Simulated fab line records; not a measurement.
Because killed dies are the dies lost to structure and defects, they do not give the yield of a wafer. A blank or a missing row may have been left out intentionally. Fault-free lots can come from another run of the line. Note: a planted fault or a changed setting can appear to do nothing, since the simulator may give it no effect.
Which of the tools did it? || flow gf180mcu || route of 602 steps, sampled at 1 step: 7 lots, 21 wafers

== WHAT EACH GAUGE READ, for each wafer ==
GF_HV_LDD_THK_MEAS_55.
{"lot": "L314", "measured": "day 12 18:43", "on": "film-metro-04", "HV_LDD_CVD_54_THK (nm)": "9.71 9.81 9.84"}
{"lot": "L316", "measured": "day 13 22:14", "on": "film-metro-01", "HV_LDD_CVD_54_THK (nm)": "9.87 9.85 9.76"}
{"lot": "L318", "measured": "day 14 03:35", "on": "film-metro-03", "HV_LDD_CVD_54_THK (nm)": "10.00 10.06 10.04"}
{"lot": "L326", "measured": "day 16 19:01", "on": "film-metro-03", "HV_LDD_CVD_54_THK (nm)": "9.98 9.97 9.84"}
{"lot": "L331", "measured": "day 18 16:53", "on": "film-metro-03", "HV_LDD_CVD_54_THK (nm)": "9.80 9.78 9.80"}
{"lot": "L333", "measured": "day 19 06:32", "on": "film-metro-03", "HV_LDD_CVD_54_THK (nm)": "9.88 9.92 9.91"}
{"lot": "L336", "measured": "day 20 11:14", "on": "film-metro-01", "HV_LDD_CVD_54_THK (nm)": "10.13 9.96 9.96"}

== WHICH TOOL RAN EACH LOT (tool, then ch and the chambers of the sampled wafers, then the start) ==
There is no process step in the record ahead of these readings.

== THE ANSWER, worked out from the rows above alone ==
Rule: usual is defined by the lots themselves. The widest of any qualifying gaps counts: lots, ordered by their means at a reading, are off when they make up no more than a third of the lots, leave a main group of 4 or more, and stand apart from it by 3 or more times the standard deviation of that group's means. If all means in a main group match to the digits the tables above print for the reading, that group is not used. Also off: a lot with no number at a reading for which 4 or more lots have one. Any other lot the step has rows for is counted as sound.
Across all readings shown, no lot is off: no conclusion can be drawn from this.

== WHAT WAS PUT IN BY THE SIMULATOR ==
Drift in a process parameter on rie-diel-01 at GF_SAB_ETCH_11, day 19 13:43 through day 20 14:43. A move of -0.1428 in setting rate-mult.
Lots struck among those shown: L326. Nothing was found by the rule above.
